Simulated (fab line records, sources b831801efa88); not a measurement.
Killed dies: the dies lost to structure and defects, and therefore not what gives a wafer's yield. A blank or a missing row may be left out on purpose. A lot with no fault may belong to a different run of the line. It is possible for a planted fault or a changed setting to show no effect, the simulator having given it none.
Struck lot and sound lot, side by side ; flow sfqLine ; 13 out of 325 route steps
Sound: wafers L684.1, L684.2, L684.6. The struck wafers were L705.3, L705.4, L705.5. The cause is given at the end.
Each step with rows lists, per side, the tool, then ch with its chambers, then its first start. Under that, the readings that differ: sound wafers ; struck wafers ; difference of the means ; sigmas: that difference in standard deviations of wafers without a fault.
alike: a reading whose means differ by less than 2 such deviations, as well as words and numbers matching on both sides. not compared: withheld readings; readings where some wafer has no value; bounds like >300 that might hide an equal value; numbers whose values overlap and for which the record gives no deviation.
The two part at a step that has a row with sigmas, a row that says differs or no value, or rows on one side only. Non-overlapping numbers with no deviation appear without sigmas and do not part them. Lack of a reading on every wafer of one side parts them only where that side has two or more wafers.

SFQ_TRILAYER_C5_ETCH_VIA_ETCH_154: etches SiO2 in CHF3, stops on Nb, target depth 84 nm.
  sound on rieDiel-01 ch 1,3, day 74 01:40; struck on rieDiel-02 ch 2,3, day 85 12:21
  alike: drypumpMotorCurrentA, oesProductAu
SFQ_TRILAYER_C5_STRIP_STRIP_155: strips in O2.
  sound on rieMetal-01 ch 1, day 74 01:43; struck on rieMetal-04 ch 0,1, day 85 12:36
  alike: drypumpMotorCurrentA, oesProductAu, platenTempC
  not compared: rfHoursCounterH
then, 2 steps without rows for these wafers: SFQ_TRILAYER_C5_STRIP_SOLV_CLEAN_156 (cleans in NMP, time 600 s); SFQ_TRILAYER_M6_DEP_PRE_CLEAN_158 (time 22.5 s).
SFQ_TRILAYER_M6_DEP_SPUTTER_157: material Nb, target thk 200 nm, time 133.3 s.
  sound on pvdSputter-03 at day 74 03:07; struck on pvdSputter-05 at day 85 13:12
  alike: throttleValvePct
SFQ_M6_RS_MEAS_938: measures by four-point-probe.
  sound on filmMetro-03 at day 74 03:13; struck on filmMetro-04 at day 85 13:20
  alike: M6_NB_RS
then, 5 steps without rows for these wafers: SFQ_TRILAYER_M6_LITHO_COAT_164 (resist thk 62 nm); SFQ_TRILAYER_M6_LITHO_COAT_159 (resist thk 600 nm); SFQ_TRILAYER_M6_LITHO_SOFTBAKE_163; SFQ_TRILAYER_M6_LITHO_EXPOSE_160 (exposes mask M6, target cd 500 nm); SFQ_TRILAYER_M6_LITHO_PEB_162 (peb time 60 s).
SFQ_TRILAYER_M6_LITHO_DEVELOP_161: time 60 s.
  struck on lithoTrack-01, day 86 01:22; sound on lithoTrack-04 ch 0, day 74 08:38
  no value came back on the struck wafers for chillPlateTempC (C), exhaustPa (Pa); on the sound wafers chillPlateTempC (C) reads 23.01 23.19 23.10
reading;sound;struck;difference;sigmas
model.KrF_of_TRILAYER_M6_LITHO_COAT_159.thkNm (nm);574.1 577.2 573.7;599.3 599.6 598.3;+24.1;
SFQ_M6_OVL_MEAS_940:
  sound on overlay-02 at day 74 08:47; struck on overlay-02 at day 86 01:29
reading;sound;struck;difference;sigmas
M6_OVL (nm);5 1 5;- - -;no value on the struck wafers;

## WHERE THEY PART
Earliest at SFQ_TRILAYER_M6_LITHO_DEVELOP_161; latest, in this record, at SFQ_M6_OVL_MEAS_940.

WHY: whatever the simulator had introduced
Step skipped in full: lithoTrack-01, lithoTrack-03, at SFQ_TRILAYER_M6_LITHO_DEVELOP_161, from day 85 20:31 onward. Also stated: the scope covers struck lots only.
